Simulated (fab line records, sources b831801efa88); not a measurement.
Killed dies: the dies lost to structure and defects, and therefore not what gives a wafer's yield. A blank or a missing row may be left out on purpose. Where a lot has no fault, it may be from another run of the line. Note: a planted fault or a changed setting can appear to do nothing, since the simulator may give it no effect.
Code-filled problem report in 8D (eight disciplines) form | flow gf180mcu | the parts of the form that need people (team, actions taken, sign-off) are left out

## 1. WHAT WENT WRONG
Wafers without a fault read 468 s, standard deviation 3.2; runLengthS at GF_SAB_WET_ETCH_12 reads a mean of 108 s on 6 wafers belonging to 2 lots. That is -99 or more standard deviations from the usual mean.
The step: etches SiO2 in dHF, target depth 22 nm, time 440 s.
Seen first at day 17 00:07 on wetBench-04, wafer L435.1. The record has a number at this step for 18 wafers belonging to 6 lots. By rule, "out" or "out of limits" means more than 4 standard deviations away from the usual mean. Any other wafer with a number is counted as sound.

## 2. WHAT IT IS, AND WHAT IT ISN'T
question                    | is                     | is not
which readings at this step | runLengthS             | -
which lots                  | L435, L437             | L431, L432, L449, L451
which wafers of those lots  | all that have a number | -
read on which tools         | wetBench-04            | wetBench-02, wetBench-03
when                        | from day 17 00:07      | up to then (6 sound wafers); but 6 sound wafers of L449, L451 came after

## 3. WHAT RULES OUT EACH SUSPECT
Counting: a tool stays on the suspect list if, at a process step up to the reading, it processed all lots that are out and no sound lot following the first of them.
- pecvd-04 at GF_SAB_CVD_00 (deposits SiO2 from TEOS, target thk 50 nm, time 4.9302 s): kept. It ran every lot that is out, first L435 (day 16 01:50), and no sound lot after that.
- rieDiel-03 at GF_SAB_ETCH_11 (etches SiO2 in C4F8/O2/Ar, target depth 55 nm, time 8.5 s): kept. It ran every lot that is out, first L435 (day 17 00:05), and no sound lot after that; its last sound lot up to then is L432 (day 15 22:35).
- wetBench-04 at GF_SAB_WET_ETCH_12 (etches SiO2 in dHF, target depth 22 nm, time 440 s): kept. It ran every lot that is out, first L435 (day 17 00:07), and no sound lot after that; its last sound lot up to then is L432 (day 15 22:37). Out on those wafers are its own readings of runLengthS.
The count leaves pecvd-04 at GF_SAB_CVD_00, rieDiel-03 at GF_SAB_ETCH_11, and wetBench-04 at GF_SAB_WET_ETCH_12.

## 4. THE CAUSE (what the simulator had put in)
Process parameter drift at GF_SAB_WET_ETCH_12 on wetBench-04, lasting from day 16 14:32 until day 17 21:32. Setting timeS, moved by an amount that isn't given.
3 suspects survive the count, and this tool is in that group.

## 5. THE CHAIN OF EFFECTS, in route order
One row per reading whose mean, taken over the struck wafers that have a number, lies over 3 standard deviations from the usual. Readings are gone through only where the record gives a usual standard deviation; hours: the median, over the lots, of the time from a lot's start at the first step in this table giving one to that lot's start at this step; sigmas: the change measured in usual standard deviations.
hours | step               | reading    | usual | on struck wafers | change | sigmas
0     | GF_SAB_WET_ETCH_12 | runLengthS | 468 s | 108              | -360   | -99 or more
Process steps it contains:
- GF_SAB_WET_ETCH_12: etches SiO2 in dHF, target depth 22 nm, time 440 s.

## 6. WHAT WOULD HAVE CAUGHT IT SOONER
In this record the first reading out of limits was taken at day 17 00:07, 10 hours after the fault began at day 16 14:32.
